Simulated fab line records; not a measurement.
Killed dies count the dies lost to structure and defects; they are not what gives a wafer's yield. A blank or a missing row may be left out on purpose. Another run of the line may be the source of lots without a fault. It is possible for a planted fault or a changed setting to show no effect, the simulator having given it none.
fab line records + flow sky130
[record]
- lots = 6
- wafers = 18
- last-day = 50
route steps=708 shown METAL4@622 PAD_OPEN@708
lots with no fault: from the same line, run without faults
start-h: the number of hours between the record's first day and the start of the first shown wafer of the lot + wait-h: how many hours have passed since the lot's step before this one + " unchanged from the row above + L1.1+2: one row covering several wafers at once + - either no value or no given start + * or withheld: withheld + < > ~ a bound
route shown NAME@n: NAME is a module with steps in the file, n the number in the route of the first one + usual: average and standard deviation across the fault-free wafers + same: alike in all rows + chamber/n: place in a boat + sites: the reading at each site + _std_site: their standard deviation + _edge_site: mean of outer sites minus mean of inner sites + radius-mm: how far each site lies from the wafer's centre + mask NAME#n: copy n + behind: the last tool/chamber to shape the wafer + hold: why the lot went on hold/how many hours it stayed there/how the hold came to an end + device: the transistor (n, p or np) that didn't switch + end of line: tests run on the same wafers once the route is complete + a step with no rows: only its recipe + killed: at the first sort, the dies lost to defects and structure; wafer yield is something else + map: shows each die of a wafer: x if killed, . if not, _ if none is there
set.NAME: setting as actually run; set.NAME@STEP: the setting as run at that earlier step + model.NAME: the simulator's own value behind a step, which no gauge read
a table for each step, a row for each wafer; lots at some steps of the route
services: a tool's chamber out of use, with start hour (start-h, from the record's first day; less than 0 if before it), hours out, and reason
[[steps]]
[step SKY_METAL4_HMDS_06]
[recipe]
- prime-time-s = 60
- prime-temp-c = 120
[step SKY_METAL4_COAT_07]
[recipe]
- resist = BARC
- temp-c = withheld
- time-s = withheld
- spin-rpm = 3000
- resist-thk-nm = 60
[step SKY_METAL4_COAT_08]
[recipe]
- resist = KrF-thick
- spin-rpm = 3000
- resist-thk-nm = 1140
[step SKY_METAL4_SOFTBAKE_09]
[recipe]
- temp-c = 100
- time-s = 90
- resist = KrF-thick
[step SKY_METAL4_EXPOSE_10]
[recipe]
- mask-id = MM4
- na = 0.68
- source-shape = annular
- sigma-inner = 0.4
- sigma-outer = 0.8
- target-cd-nm = 300
- dose-mj = 28
[step SKY_METAL4_PEB_11]
[recipe]
- peb-temp-c = withheld
- peb-time-s = withheld
- resist = KrF-thick
[step SKY_METAL4_DEVELOP_12]
[recipe]
- develop-time-s = 60
- resist = KrF-thick
- dev-temp-c = 21
[step SKY_METAL4_CD_MEAS_13]
[recipe]
- target-cd-nm = 300
[usual]
- cd-nm = 300.2/1.5
| lot.wafer | tool      | chamber | start-h | wait-h | cd-nm |
|-----------|-----------|---------|---------|--------|-------|
| L452.1    | cd-sem-02 | -       | 995.46  | -      | 298.5 |
| L452.3    | "         | -       | "       | "      | 298.8 |
| L452.5    | "         | -       | "       | "      | 299.5 |
| L453.3    | cd-sem-01 | -       | 998.92  | -      | 301.4 |
| L453.4    | "         | -       | "       | "      | 303.1 |
| L453.5    | "         | -       | "       | "      | 301.6 |
| L457.2    | cd-sem-01 | -       | 1029.63 | -      | 302.6 |
| L457.3    | "         | -       | "       | "      | 303.1 |
| L457.6    | "         | -       | "       | "      | 303.0 |
| L462.1    | cd-sem-02 | -       | 1057.33 | -      | 301.2 |
| L462.4    | "         | -       | "       | "      | 299.5 |
| L462.6    | "         | -       | "       | "      | 300.7 |
| L464.1    | cd-sem-02 | -       | 1070.51 | -      | 300.5 |
| L464.3    | "         | -       | "       | "      | 301.0 |
| L464.6    | "         | -       | "       | "      | 301.2 |
| L473.2    | cd-sem-01 | -       | 1127.83 | -      | 299.3 |
| L473.3    | "         | -       | "       | "      | 298.5 |
| L473.5    | "         | -       | "       | "      | 298.8 |
[step SKY_METAL4_OVL_MEAS_14]
[usual]
- METAL4_OVL = 6/6.6
| lot.wafer | tool       | chamber | start-h | wait-h | METAL4_OVL[nm] |
|-----------|------------|---------|---------|--------|----------------|
| L452.1    | overlay-01 | -       | 995.58  | 0.1    | -9             |
| L452.3    | "          | -       | "       | "      | -1             |
| L452.5    | "          | -       | "       | "      | 1              |
| L453.3    | overlay-02 | -       | 999.01  | 0.1    | 20             |
| L453.4    | "          | -       | "       | "      | 21             |
| L453.5    | "          | -       | "       | "      | 21             |
| L457.2    | overlay-02 | -       | 1029.73 | 0.1    | 3              |
| L457.3    | "          | -       | "       | "      | 8              |
| L457.6    | "          | -       | "       | "      | 11             |
| L462.1    | overlay-01 | -       | 1057.45 | 0.1    | 19             |
| L462.4    | "          | -       | "       | "      | 16             |
| L462.6    | "          | -       | "       | "      | 25             |
| L464.1    | overlay-01 | -       | 1070.63 | 0.1    | 2              |
| L464.3    | "          | -       | "       | "      | 0              |
| L464.6    | "          | -       | "       | "      | 2              |
| L473.2    | overlay-02 | -       | 1127.93 | 0.1    | 16             |
| L473.3    | "          | -       | "       | "      | 12             |
| L473.5    | "          | -       | "       | "      | 16             |
[step SKY_METAL4_DESCUM_15]
[recipe]
- chemistry = O2
- source-power-w = 150
- bias-power-w = 0
- pressure-mtorr = 10
- temp-c = 40
- time-s = 8
[usual]
- drypump-motor-current-A = 5.65/0.22
- oes-product-au = 1.003/0.007
| lot.wafer | tool         | chamber | start-h | wait-h | drypump-motor-current-A | oes-product-au | rf-hours-counter-h |
|-----------|--------------|---------|---------|--------|-------------------------|----------------|--------------------|
| L452.1    | rie-metal-03 | 0       | 995.62  | 0.0    | 5.94                    | 0.994          | 18                 |
| L452.3    | "            | 1       | "       | "      | 5.65                    | 1.006          | -                  |
| L452.5    | "            | 0       | "       | "      | 5.96                    | 0.998          | -                  |
| L453.3    | rie-metal-04 | 1       | 999.05  | 0.0    | 5.95                    | 1.011          | -                  |
| L453.4    | "            | 0       | "       | "      | 5.42                    | 1.001          | -                  |
| L453.5    | "            | 1       | "       | "      | 5.92                    | 0.999          | -                  |
| L457.2    | rie-metal-04 | 0       | 1029.76 | 0.0    | 5.41                    | 1.005          | 12                 |
| L457.3    | "            | 0       | "       | "      | 5.41                    | 1.010          | -                  |
| L457.6    | "            | 0       | "       | "      | 5.39                    | 1.005          | -                  |
| L462.1    | rie-metal-02 | 0       | 1057.49 | 0.0    | 5.45                    | 1.003          | 11                 |
| L462.4    | "            | 1       | "       | "      | 5.48                    | 1.009          | -                  |
| L462.6    | "            | 1       | "       | "      | 5.47                    | 1.010          | -                  |
| L464.1    | rie-metal-02 | 0       | 1070.67 | 0.0    | 5.45                    | 1.015          | 12                 |
| L464.3    | "            | 1       | "       | "      | 5.45                    | 1.003          | -                  |
| L464.6    | "            | 1       | "       | "      | 5.48                    | 1.001          | -                  |
| L473.2    | rie-metal-02 | 0       | 1127.96 | 0.0    | 5.46                    | 1.006          | 16                 |
| L473.3    | "            | 1       | "       | "      | 5.44                    | 1.001          | -                  |
| L473.5    | "            | 1       | "       | "      | 5.44                    | 1.004          | -                  |
[step SKY_METAL4_ETCH_16]
[recipe]
- chemistry = N2/H2
- target = BARC
- ion-energy-ev = 200
- bias-w = 100
- pressure-mtorr = 30
- n2-flow-sccm = 100
- h2-flow-sccm = 200
- icp-w = 500
- stop-on = SiO2
- time-s = 88.2
- target-depth-a = 600
[usual]
- drypump-motor-current-A = 5.65/0.21
- oes-product-au = 0.625/0.0041
- rf-fwd-power-W = 496.8/1.5
- throttle-valve-pct = 13.204/0.0091
| lot.wafer | tool         | chamber | start-h | wait-h | drypump-motor-current-A | oes-product-au | rf-fwd-power-W | rf-hours-counter-h | throttle-valve-pct |
|-----------|--------------|---------|---------|--------|-------------------------|----------------|----------------|--------------------|--------------------|
| L452.1    | rie-metal-03 | 0       | 995.66  | 0.0    | 5.92                    | 0.629          | 497.1          | 18                 | 13.196             |
| L452.3    | "            | 1       | "       | "      | 5.67                    | 0.631          | 498.0          | -                  | 13.215             |
| L452.5    | "            | 0       | "       | "      | 5.97                    | 0.626          | 495.6          | -                  | 13.191             |
| L453.3    | rie-metal-04 | 1       | 999.10  | 0.0    | 5.94                    | 0.630          | 497.2          | -                  | 13.208             |
| L453.4    | "            | 0       | "       | "      | 5.38                    | 0.629          | 498.0          | -                  | 13.211             |
| L453.5    | "            | 1       | "       | "      | 5.93                    | 0.625          | 497.8          | -                  | 13.191             |
| L457.2    | rie-metal-04 | 0       | 1029.79 | 0.0    | 5.43                    | 0.625          | 498.1          | 12                 | 13.205             |
| L457.3    | "            | 0       | "       | "      | 5.37                    | 0.624          | 496.4          | -                  | 13.217             |
| L457.6    | "            | 0       | "       | "      | 5.39                    | 0.621          | 495.9          | -                  | 13.193             |
| L462.1    | rie-metal-02 | 0       | 1057.52 | 0.0    | 5.46                    | 0.615          | 498.2          | 11                 | 13.207             |
| L462.4    | "            | 1       | "       | "      | 5.45                    | 0.629          | 493.6          | -                  | 13.203             |
| L462.6    | "            | 1       | "       | "      | 5.47                    | 0.624          | 495.9          | -                  | 13.199             |
| L464.1    | rie-metal-02 | 0       | 1070.70 | 0.0    | 5.45                    | 0.623          | 497.7          | 12                 | 13.195             |
| L464.3    | "            | 1       | "       | "      | 5.46                    | 0.627          | 495.2          | -                  | 13.194             |
| L464.6    | "            | 1       | "       | "      | 5.48                    | 0.623          | 494.5          | -                  | 13.204             |
| L473.2    | rie-metal-02 | 0       | 1127.99 | 0.0    | 5.46                    | 0.619          | 496.3          | 16                 | 13.215             |
| L473.3    | "            | 1       | "       | "      | 5.47                    | 0.624          | 496.8          | -                  | 13.206             |
| L473.5    | "            | 1       | "       | "      | 5.47                    | 0.628          | 496.6          | -                  | 13.207             |
[step SKY_METAL4_ETCH_17]
[recipe]
- target = SiO2
- stop-on = TiN
- chemistry = C4F8/O2/Ar
- source-w = 1500
- bias-w = 1200
- pressure-mtorr = 40
- c4f8-flow-sccm = withheld
- O2_flow_sccm = 6
- Ar_flow_sccm = 300
- time-s = 3.9
- target-depth-a = 150
[usual]
- oes-product-au = 0.756/0.0064
- rf-fwd-power-W = 1467/6.8
| lot.wafer | tool        | chamber | start-h | wait-h | oes-product-au | rf-fwd-power-W | rf-hours-counter-h |
|-----------|-------------|---------|---------|--------|----------------|----------------|--------------------|
| L452.1    | rie-diel-04 | 3       | 995.79  | 0.1    | 0.747          | 1465           | 12                 |
| L452.3    | "           | 2       | "       | "      | 0.749          | 1464           | 13                 |
| L452.5    | "           | 2       | "       | "      | 0.756          | 1463           | -                  |
| L453.3    | rie-diel-04 | 1       | 999.17  | 0.0    | 0.750          | 1464           | 10                 |
| L453.4    | "           | 1       | "       | "      | 0.766          | 1469           | -                  |
| L453.5    | "           | 2       | "       | "      | 0.747          | 1464           | -                  |
| L457.2    | rie-diel-02 | 3       | 1029.89 | 0.1    | 0.751          | 1479           | 20                 |
| L457.3    | "           | 1       | "       | "      | 0.756          | 1459           | 22                 |
| L457.6    | "           | 2       | "       | "      | 0.760          | 1474           | -                  |
| L462.1    | rie-diel-02 | 0       | 1057.62 | 0.1    | 0.760          | 1475           | 19                 |
| L462.4    | "           | 3       | "       | "      | 0.762          | 1477           | 21                 |
| L462.6    | "           | 1       | "       | "      | 0.757          | 1470           | -                  |
| L464.1    | rie-diel-02 | 1       | 1070.80 | 0.1    | 0.748          | 1465           | 24                 |
| L464.3    | "           | 3       | "       | "      | 0.754          | 1478           | 21                 |
| L464.6    | "           | 3       | "       | "      | 0.765          | 1481           | -                  |
| L473.2    | rie-diel-01 | 3       | 1128.09 | 0.1    | 0.755          | 1461           | 14                 |
| L473.3    | "           | 0       | "       | "      | 0.756          | 1464           | 18                 |
| L473.5    | "           | 2       | "       | "      | 0.753          | 1468           | -                  |
[step SKY_METAL4_METAL_ETCH_18]
[recipe]
- target-depth-a = 8450
- stop-on = SiO2
- over-etch-frac = 0.3
- time-s = 183.1
- chemistry = Cl2/BCl3
- resist-sidewall-deg = 88
- pressure-mtorr = 10
- icp-w = 900
- bias-w = 48.5
- Cl2_flow_sccm = 60
- bcl3-flow-sccm = 30
[usual]
- drypump-motor-current-A = 5.65/0.22
- mfc-cl2-sccm = 60.02/0.18
- oes-product-au = 0.866/0.006
- rf-fwd-power-W = 896.9/2.5
- throttle-valve-pct = 22.263/0.009
| lot.wafer | tool         | chamber | start-h | wait-h | drypump-motor-current-A | mfc-cl2-sccm | oes-product-au | rf-fwd-power-W | rf-hours-counter-h | throttle-valve-pct | model.KrF-thick_of_METAL4_COAT_08.thk-nm | model.METAL4.cd-nm | model.SiO2_of_VIA3_HDPCVD_00.thk-nm |
|-----------|--------------|---------|---------|--------|-------------------------|--------------|----------------|----------------|--------------------|--------------------|------------------------------------------|--------------------|-------------------------------------|
| L452.1    | rie-metal-04 | 1       | 995.81  | 0.0    | 5.96                    | 59.97        | 0.874          | 897.9          | 12                 | 22.252             | 527.4                                    | 294.4              | 436.6                               |
| L452.3    | "            | 0       | "       | "      | 5.40                    | 59.93        | 0.860          | 895.3          | -                  | 22.260             | 525.4                                    | 291.1              | 436.6                               |
| L452.5    | "            | 1       | "       | "      | 5.95                    | 60.02        | 0.868          | 900.5          | -                  | 22.261             | 524.5                                    | 293.3              | 436.7                               |
| L453.3    | rie-metal-03 | 1       | 999.27  | 0.1    | 5.65                    | 60.00        | 0.871          | 896.6          | -                  | 22.254             | 519.7                                    | 308.5              | 436                                 |
| L453.4    | "            | 0       | "       | "      | 5.93                    | 59.93        | 0.872          | 897.8          | -                  | 22.268             | 525                                      | 309.3              | 435.4                               |
| L453.5    | "            | 0       | "       | "      | 5.96                    | 59.68        | 0.866          | 900.4          | -                  | 22.261             | 519.3                                    | 308.1              | 434.8                               |
| L457.2    | rie-metal-03 | 1       | 1029.91 | 0.0    | 5.65                    | 60.32        | 0.862          | 752.8          | 16                 | 22.263             | 595.2                                    | 313.3              | 438.6                               |
| L457.3    | "            | 0       | "       | "      | 5.88                    | 60.20        | 0.865          | 753.9          | -                  | 22.259             | 599.8                                    | 312.5              | 439.7                               |
| L457.6    | "            | 0       | "       | "      | 5.93                    | 60.14        | 0.856          | 753.7          | -                  | 22.266             | 596                                      | 311.9              | 439.7                               |
| L462.1    | rie-metal-03 | 0       | 1057.64 | 0.0    | 5.93                    | 60.23        | 0.866          | 753.0          | 22                 | 22.255             | 612.2                                    | 304.5              | 439.2                               |
| L462.4    | "            | 1       | "       | "      | 5.66                    | 60.40        | 0.875          | 753.9          | -                  | 22.263             | 604.5                                    | 311.4              | 439.7                               |
| L462.6    | "            | 0       | "       | "      | 5.96                    | 60.28        | 0.865          | 751.1          | -                  | 22.274             | 608.9                                    | 310.1              | 437.3                               |
| L464.1    | rie-metal-04 | 1       | 1070.82 | 0.0    | 5.87                    | 59.79        | 0.855          | 896.5          | 17                 | 22.276             | 536.4                                    | 299.9              | 436.6                               |
| L464.3    | "            | 1       | "       | "      | 5.89                    | 59.55        | 0.854          | 899.3          | -                  | 22.265             | 534.9                                    | 302.1              | 436.7                               |
| L464.6    | "            | 0       | "       | "      | 5.44                    | 60.19        | 0.859          | 901.9          | -                  | 22.270             | 530.3                                    | 300.2              | 436.2                               |
| L473.2    | rie-metal-04 | 1       | 1128.11 | 0.0    | 5.94                    | 60.11        | 0.865          | 896.0          | 22                 | 22.264             | 521.4                                    | 299.4              | 435.9                               |
| L473.3    | "            | 0       | "       | "      | 5.42                    | 59.92        | 0.868          | 891.6          | -                  | 22.266             | 524.1                                    | 298.1              | 435.4                               |
| L473.5    | "            | 0       | "       | "      | 5.42                    | 60.08        | 0.862          | 895.3          | -                  | 22.252             | 531.8                                    | 298.4              | 435                                 |
[step SKY_METAL4_STRIP_19]
[recipe]
- chemistry = O2/N2
- power-w = 1400
- pressure-mtorr = 1500
- platen-temp-c = withheld
- o2-flow-sccm = 3000
- n2-flow-sccm = 300
- overash-fraction = 0.5
[usual]
- drypump-motor-current-A = 5.4/0.48
- oes-product-au = 0.502/0.0058
- strip-time-to-endpoint-s = 6.52/0.059
| lot.wafer | tool            | chamber | start-h | wait-h | drypump-motor-current-A | oes-product-au | rf-hours-counter-h | strip-time-to-endpoint-s |
|-----------|-----------------|---------|---------|--------|-------------------------|----------------|--------------------|--------------------------|
| L452.1    | plasma-asher-02 | 1       | 995.99  | 0.1    | 5.0                     | 0.495          | 27                 | 6.54                     |
| L452.3    | "               | 1       | "       | "      | 5.0                     | 0.511          | -                  | 6.52                     |
| L452.5    | "               | 0       | "       | "      | 5.9                     | 0.496          | -                  | 6.52                     |
| L453.3    | plasma-asher-02 | 1       | 999.46  | 0.1    | 5.0                     | 0.498          | -                  | 6.45                     |
| L453.4    | "               | 0       | "       | "      | 5.8                     | 0.497          | -                  | 6.51                     |
| L453.5    | "               | 1       | "       | "      | 5.0                     | 0.499          | -                  | 6.46                     |
| L457.2    | plasma-asher-04 | 0       | 1030.15 | 0.2    | 6.2                     | 0.533          | 120                | 7.22                     |
| L457.3    | "               | 0       | "       | "      | 6.2                     | 0.536          | -                  | 7.25                     |
| L457.6    | "               | 0       | "       | "      | 6.2                     | 0.526          | -                  | 7.23                     |
| L462.1    | plasma-asher-02 | 0       | 1057.81 | 0.1    | 5.9                     | 0.540          | 33                 | 7.38                     |
| L462.4    | "               | 1       | "       | "      | 5.0                     | 0.538          | -                  | 7.29                     |
| L462.6    | "               | 0       | "       | "      | 5.8                     | 0.541          | -                  | 7.35                     |
| L464.1    | plasma-asher-02 | 0       | 1071.00 | 0.1    | 5.9                     | 0.508          | 35                 | 6.62                     |
| L464.3    | "               | 0       | "       | "      | 5.9                     | 0.517          | -                  | 6.61                     |
| L464.6    | "               | 1       | "       | "      | 5.0                     | 0.496          | -                  | 6.56                     |
| L473.2    | plasma-asher-02 | 0       | 1128.29 | 0.1    | 5.9                     | 0.511          | 41                 | 6.47                     |
| L473.3    | "               | 0       | "       | "      | 5.9                     | 0.513          | -                  | 6.50                     |
| L473.5    | "               | 1       | "       | "      | 5.0                     | 0.507          | -                  | 6.57                     |
[step SKY_METAL4_STRIP_20]
[recipe]
- chemistry = post-etch-residue-remover
- time-s = 1200
- temp-c = 72.5
[step SKY_PAD_OPEN_PROBE_99]
[usual]
- defect-limited-yield = 82.8/2
- killed_at_M0_to_M3 = 43/7.2
- killed_at_M4_up = 3.0/2
- killed-at-contacts = 24/5.5
- killed-at-front-end = 15/4.2
- killed-at-other = 0.3/0.51
- killed-dies = 85/10
- killed-open = 46/7.3
- killed-short = 38/6.4
- sort_bin_3_pad_short = 0.9/0.42
- sort_bin_5_function = 10.3/1.5
- sort_bin_6_memory = 6.0/1.2
- sort-n-pass = 407/10
- sort-yield-pct = 82.8/2
[same]
- gross-dies = 492
- killed-at-back-side = 0
- sort_bin_4_leakage[%] = 0
- sort_bin_8_speed[%] = 0
| lot.wafer | tool      | chamber | start-h | wait-h | defect-limited-yield[%] | killed_at_M0_to_M3 | killed_at_M4_up | killed-at-contacts | killed-at-front-end | killed-at-other | killed-dies | killed-open | killed-short | sort_bin_3_pad_short[%] | sort_bin_5_function[%] | sort_bin_6_memory[%] | sort-n-pass | sort-yield-pct[%] | model.etest.met4.width-nm | model.etest.met4.line-ohm-um |
|-----------|-----------|---------|---------|--------|-------------------------|--------------------|-----------------|--------------------|---------------------|-----------------|-------------|-------------|--------------|-------------------------|------------------------|----------------------|-------------|-------------------|---------------------------|------------------------------|
| L453.3    | prober-02 | -       | 1093.48 | 0.2    | 80.3                    | 48                 | 6               | 26                 | 17                  | 0               | 97          | 46          | 51           | 1.6                     | 12.2                   | 5.9                  | 395         | 80.3              | 310.2                     | 0.1371                       |
| L453.4    | prober-02 | -       | 1093.53 | 0.2    | 83.3                    | 39                 | 4               | 25                 | 14                  | 0               | 82          | 47          | 35           | 1.0                     | 10.6                   | 5.1                  | 410         | 83.3              | 311                       | 0.1384                       |
| L453.5    | prober-02 | -       | 1093.58 | 0.2    | 82.3                    | 40                 | 6               | 21                 | 19                  | 1               | 87          | 46          | 41           | 1.0                     | 10.2                   | 6.5                  | 405         | 82.3              | 309.5                     | 0.1378                       |
| L457.2    | prober-02 | -       | 1120.75 | 0.1    | 83.1                    | 37                 | 4               | 26                 | 16                  | 0               | 83          | 37          | 46           | 1.2                     | 10.8                   | 4.9                  | 409         | 83.1              | 315.5                     | 0.1392                       |
| L457.3    | prober-02 | -       | 1120.80 | 0.2    | 81.7                    | 40                 | 4               | 29                 | 17                  | 0               | 90          | 48          | 42           | 1.4                     | 11.0                   | 5.9                  | 402         | 81.7              | 314.3                     | 0.1374                       |
| L457.6    | prober-02 | -       | 1120.95 | 0.2    | 86.2                    | 28                 | 3               | 20                 | 17                  | 0               | 68          | 35          | 33           | 0.8                     | 7.5                    | 5.5                  | 424         | 86.2              | 314.5                     | 0.1357                       |
| L462.1    | prober-02 | -       | 1143.82 | 0.1    | 84.1                    | 41                 | 2               | 26                 | 9                   | 0               | 78          | 42          | 36           | 0.6                     | 9.3                    | 5.9                  | 414         | 84.1              | 304.9                     | 0.138                        |
| L462.4    | prober-02 | -       | 1143.97 | 0.2    | 87.0                    | 32                 | 3               | 18                 | 11                  | 0               | 64          | 29          | 35           | 0.8                     | 7.9                    | 4.3                  | 428         | 87.0              | 313.1                     | 0.1337                       |
| L462.6    | prober-02 | -       | 1144.07 | 0.2    | 82.9                    | 33                 | 6               | 29                 | 16                  | 0               | 84          | 42          | 42           | 1.0                     | 9.1                    | 6.9                  | 408         | 82.9              | 310.3                     | 0.1369                       |
| L464.1    | prober-02 | -       | 1156.55 | 0.1    | 80.3                    | 42                 | 3               | 36                 | 15                  | 1               | 97          | 49          | 48           | 0.8                     | 12.4                   | 6.5                  | 395         | 80.3              | 302.5                     | 0.1439                       |
| L464.3    | prober-02 | -       | 1156.65 | 0.2    | 83.7                    | 36                 | 3               | 27                 | 14                  | 0               | 80          | 48          | 32           | 0.6                     | 9.8                    | 5.9                  | 412         | 83.7              | 303.1                     | 0.1413                       |
| L464.6    | prober-02 | -       | 1156.80 | 0.2    | 81.5                    | 50                 | 0               | 23                 | 18                  | 0               | 91          | 49          | 42           | 1.2                     | 11.8                   | 5.5                  | 401         | 81.5              | 303.9                     | 0.1397                       |
| L473.2    | prober-01 | -       | 1203.53 | 0.1    | 79.7                    | 48                 | 2               | 35                 | 14                  | 1               | 100         | 56          | 44           | 0.8                     | 15.0                   | 4.5                  | 392         | 79.7              | 301.9                     | 0.1422                       |
| L473.3    | prober-01 | -       | 1203.58 | 0.2    | 80.9                    | 49                 | 3               | 32                 | 10                  | 0               | 94          | 61          | 33           | 0.6                     | 11.8                   | 6.7                  | 398         | 80.9              | 292.8                     | 0.1464                       |
| L473.5    | prober-01 | -       | 1203.68 | 0.2    | 86.0                    | 29                 | 1               | 21                 | 18                  | 0               | 69          | 39          | 30           | 1.6                     | 8.3                    | 4.1                  | 423         | 86.0              | 294.6                     | 0.1446                       |
// killed by level:class
L453.3 VIA3:geometric-particle:open=11 LI_CONTACT:geometric-particle:open=9 VIA2:geometric-particle:open=9 FIELD_ISO:geometric-particle:short=8 CONTACT:geometric-particle:open=7 VIA3:geometric-particle:short=7 VIA2:geometric-particle:short=6 POLY_GATE:geometric-particle:short=5
L453.4 LI_CONTACT:geometric-particle:open=9 VIA3:geometric-particle:open=9 CONTACT:geometric-particle:open=9 VIA1:geometric-particle:open=6 VIA2:geometric-particle:open=5 LOCAL_INTERCONNECT:geometric-particle:short=4 VIA3:geometric-particle:short=4 METAL4:geometric-particle:short=4
L453.5 METAL2:geometric-particle:short=11 VIA3:geometric-particle:open=10 FIELD_ISO:geometric-particle:open=7 CONTACT:geometric-particle:open=7 VIA2:geometric-particle:open=7 LOCAL_INTERCONNECT:geometric-particle:short=6 FIELD_ISO:geometric-particle:short=4 VIA1:geometric-particle:open=4
L457.2 CONTACT:geometric-particle:open=8 METAL1:geometric-particle:short=7 VIA3:geometric-particle:open=7 CONTACT:geometric-particle:short=6 FIELD_ISO:geometric-particle:short=5 LI_CONTACT:geometric-particle:open=5 POLY_GATE:geometric-particle:short=5 LOCAL_INTERCONNECT:geometric-particle:short=5
L457.3 LI_CONTACT:geometric-particle:open=10 VIA2:geometric-particle:open=10 CONTACT:geometric-particle:open=9 METAL2:geometric-particle:short=6 VIA1:geometric-particle:open=6 POLY_GATE:geometric-particle:short=5 CONTACT:geometric-particle:short=5 METAL1:geometric-particle:short=5
L457.6 CONTACT:geometric-particle:open=9 POLY_GATE:geometric-particle:open=7 CONTACT:geometric-particle:short=6 VIA2:geometric-particle:open=6 FIELD_ISO:geometric-particle:short=5 METAL1:geometric-particle:short=4 VIA1:geometric-particle:open=4 LOCAL_INTERCONNECT:geometric-particle:short=3
L462.1 CONTACT:geometric-particle:open=13 METAL1:geometric-particle:short=9 VIA1:geometric-particle:open=6 LI_CONTACT:geometric-particle:open=5 LOCAL_INTERCONNECT:geometric-particle:short=5 METAL2:geometric-particle:short=5 VIA2:geometric-particle:short=5 VIA2:geometric-particle:open=5
L462.4 VIA1:geometric-particle:open=9 CONTACT:geometric-particle:open=8 FIELD_ISO:geometric-particle:short=6 METAL2:geometric-particle:short=6 CONTACT:geometric-particle:short=5 METAL3:geometric-particle:short=4 LI_CONTACT:geometric-particle:open=3 METAL1:geometric-particle:short=3
L462.6 CONTACT:geometric-particle:open=10 VIA1:geometric-particle:open=8 LI_CONTACT:geometric-particle:open=7 CONTACT:geometric-particle:short=6 METAL2:geometric-particle:short=6 VIA1:geometric-particle:short=5 POLY_GATE:geometric-particle:open=4 LOCAL_INTERCONNECT:geometric-particle:short=4
L464.1 CONTACT:geometric-particle:open=12 LI_CONTACT:geometric-particle:open=9 CONTACT:geometric-particle:short=9 VIA3:geometric-particle:open=8 METAL1:geometric-particle:short=7 VIA1:geometric-particle:open=7 LOCAL_INTERCONNECT:geometric-particle:short=6 METAL2:geometric-particle:short=6
L464.3 VIA1:geometric-particle:open=14 CONTACT:geometric-particle:open=11 LI_CONTACT:geometric-particle:open=6 FIELD_ISO:geometric-particle:open=5 METAL2:geometric-particle:short=5 POLY_GATE:geometric-particle:short=5 CONTACT:geometric-particle:short=4 LI_CONTACT:geometric-particle:short=3
L464.6 CONTACT:geometric-particle:open=10 VIA1:geometric-particle:open=9 FIELD_ISO:geometric-particle:open=8 VIA2:geometric-particle:open=8 VIA1:geometric-particle:short=7 METAL3:geometric-particle:short=5 METAL1:geometric-particle:short=5 LI_CONTACT:geometric-particle:open=4
L473.2 LI_CONTACT:geometric-particle:open=13 CONTACT:geometric-particle:open=12 VIA3:geometric-particle:open=9 VIA2:geometric-particle:open=8 METAL2:geometric-particle:short=7 METAL1:geometric-particle:short=6 CONTACT:geometric-particle:short=5 POLY_GATE:geometric-particle:short=5
L473.3 VIA1:geometric-particle:open=17 LI_CONTACT:geometric-particle:open=11 CONTACT:geometric-particle:open=10 CONTACT:geometric-particle:short=9 METAL2:geometric-particle:short=6 VIA2:geometric-particle:open=6 VIA3:geometric-particle:open=5 FIELD_ISO:geometric-particle:short=4
L473.5 CONTACT:geometric-particle:open=9 FIELD_ISO:geometric-particle:open=7 VIA1:geometric-particle:open=6 METAL2:geometric-particle:short=6 VIA3:geometric-particle:open=5 LI_CONTACT:geometric-particle:open=4 FIELD_ISO:geometric-particle:short=3 POLY_GATE:geometric-particle:short=3
[[services]]
| tool            | chamber | start-h | hours | kind           |
|-----------------|---------|---------|-------|----------------|
| rie-diel-02     | 2       | 988.96  | 4.2   | repair         |
| rie-diel-04     | 0       | 992.85  | 20.4  | repair         |
| rie-metal-02    | -       | 993.73  | 14.6  | pm             |
| rie-diel-02     | 0       | 1002.51 | 5.0   | repair         |
| plasma-asher-04 | -       | 1021.11 | 1.4   | repair         |
| rie-diel-02     | 2       | 1036.04 | -     | clean          |
| rie-diel-02     | 2       | 1036.04 | 21.2  | scheduled-down |
| rie-diel-02     | 2       | 1036.04 | 21.2  | vent-cycle     |
| rie-diel-01     | 1       | 1048.36 | 14.6  | repair         |
| plasma-asher-04 | -       | 1055.25 | 9.0   | pm             |
| plasma-asher-04 | 0       | 1055.25 | 9.0   | vent-cycle     |
| plasma-asher-04 | 1       | 1055.25 | 9.0   | vent-cycle     |
| plasma-asher-04 | 0       | 1064.25 | -     | clean          |
| plasma-asher-04 | 1       | 1064.25 | -     | clean          |
| rie-diel-04     | -       | 1071.11 | 28.1  | pm             |
| rie-metal-03    | 1       | 1075.80 | 3.2   | repair         |
| rie-diel-02     | -       | 1111.04 | 0.1   | repair         |
| rie-diel-04     | -       | 1120.65 | 2.8   | pm             |
[[key]]
[first-sign]
- step = SKY_METAL4_METAL_ETCH_18
- reading = rf-fwd-power-W
- direction = down
- sigmas = 57
- usual = 896.9
- struck = 753.1
[effect]
- step = SKY_METAL4_STRIP_19
- reading = strip-time-to-endpoint-s
- direction = up
- sigmas = 13
- usual = *
- struck = *
[model-effect]
- step = SKY_METAL4_METAL_ETCH_18
- value = KrF-thick_of_METAL4_COAT_08.thk-nm
- without = 527
- struck = 602.8
[model-effect]
- step = SKY_PAD_OPEN_PROBE_99
- value = etest.met4.width-nm
- without = 302.5
- struck = 312.1
met-at SKY_METAL4_METAL_ETCH_18
struck-wafers L457.2,L457.3,L457.6,L462.1,L462.4,L462.6
onset-between 999.27 1029.91
[fault]
- kind = process-parameter-drift
- tool = rie-metal-03
- chamber = -
- onset-h = 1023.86
- steps = SKY_METAL4_METAL_ETCH_18
- channel = icp-w
- offset = -144
- shape = step
- end-h = 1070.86
- acts-in = these-recipes-only
- stated = 900
